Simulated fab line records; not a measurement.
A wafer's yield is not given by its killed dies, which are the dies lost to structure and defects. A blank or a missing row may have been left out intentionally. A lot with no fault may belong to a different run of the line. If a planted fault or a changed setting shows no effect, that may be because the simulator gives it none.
Chamber matching || flow gf180mcu || pecvd-02 running GF_MIM_CVD_05: 3 sister chambers
The step deposits Si3N4, target thk 42 nm, time 29.086 s. 14 wafers are shown with their chamber, then 7 later ones without.

## WAFERS PAIRED WITH THEIR CHAMBERS
{"wafer": "L115.2", "chamber": 2, "heater power w (W)": 674}
{"wafer": "L115.3", "chamber": 0, "heater power w (W)": 662}
{"wafer": "L115.4", "chamber": 1, "heater power w (W)": 485}
{"wafer": "L116.3", "chamber": 0, "heater power w (W)": 795}
{"wafer": "L116.4", "chamber": 2, "heater power w (W)": 712}
{"wafer": "L116.5", "chamber": 1, "heater power w (W)": 581}
{"wafer": "L117.2", "chamber": 0, "heater power w (W)": 719}
{"wafer": "L117.3", "chamber": 2, "heater power w (W)": 574}
{"wafer": "L117.6", "chamber": 0, "heater power w (W)": 710}
{"wafer": "L132.2", "chamber": 2, "heater power w (W)": 569}
{"wafer": "L132.3", "chamber": 0, "heater power w (W)": 636}
{"wafer": "L132.5", "chamber": 0, "heater power w (W)": 642}
{"wafer": "L133.2", "chamber": 1, "heater power w (W)": 551}
{"wafer": "L133.5", "chamber": 2, "heater power w (W)": 679}

SIGNATURES, as means of the wafers listed above
{"reading": "heater power w", "chamber 0": 694.00, "chamber 1": 539.00, "chamber 2": 641.60, "scatter within a chamber": 60.5}
Rule: for each reading, subtract the chamber's mean from the wafer's reading, divide by that reading's scatter and square the result; add these up over the readings and take the root, which gives the wafer's distance from the chamber. The wafer belongs to the nearest chamber; if the next one is less than 2 further off, it can't be placed. The scatter: take each reading less its chamber's mean, square it, sum over the shown wafers, divide by the number of wafers less the number of chambers, and take the root.

## WAFERS MISSING THEIR CHAMBER
{"wafer": "L133.6", "heater power w (W)": 659}
{"wafer": "L134.2", "heater power w (W)": 596}
{"wafer": "L134.4", "heater power w (W)": 540}
{"wafer": "L134.5", "heater power w (W)": 704}
{"wafer": "L135.1", "heater power w (W)": 478}
{"wafer": "L135.2", "heater power w (W)": 675}
{"wafer": "L135.3", "heater power w (W)": 690}

## WHICH CHAMBER EACH WENT THROUGH
{"wafer": "L133.6", "from the rows above": "can't be placed: 2 or 0 or 1", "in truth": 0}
{"wafer": "L134.2", "from the rows above": "can't be placed: 2 or 1 or 0", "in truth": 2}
{"wafer": "L134.4", "from the rows above": "can't be placed: 1 or 2", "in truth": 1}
{"wafer": "L134.5", "from the rows above": "can't be placed: 0 or 2", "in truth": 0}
{"wafer": "L135.1", "from the rows above": "can't be placed: 1 or 2", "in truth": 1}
{"wafer": "L135.2", "from the rows above": "can't be placed: 0 or 2 or 1", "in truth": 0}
{"wafer": "L135.3", "from the rows above": "can't be placed: 0 or 2", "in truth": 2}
Correct placement for 0 of the 7. Unplaceable from these rows: 7, with the true chamber sitting among the candidates in 7. Wrongly placed: 0.
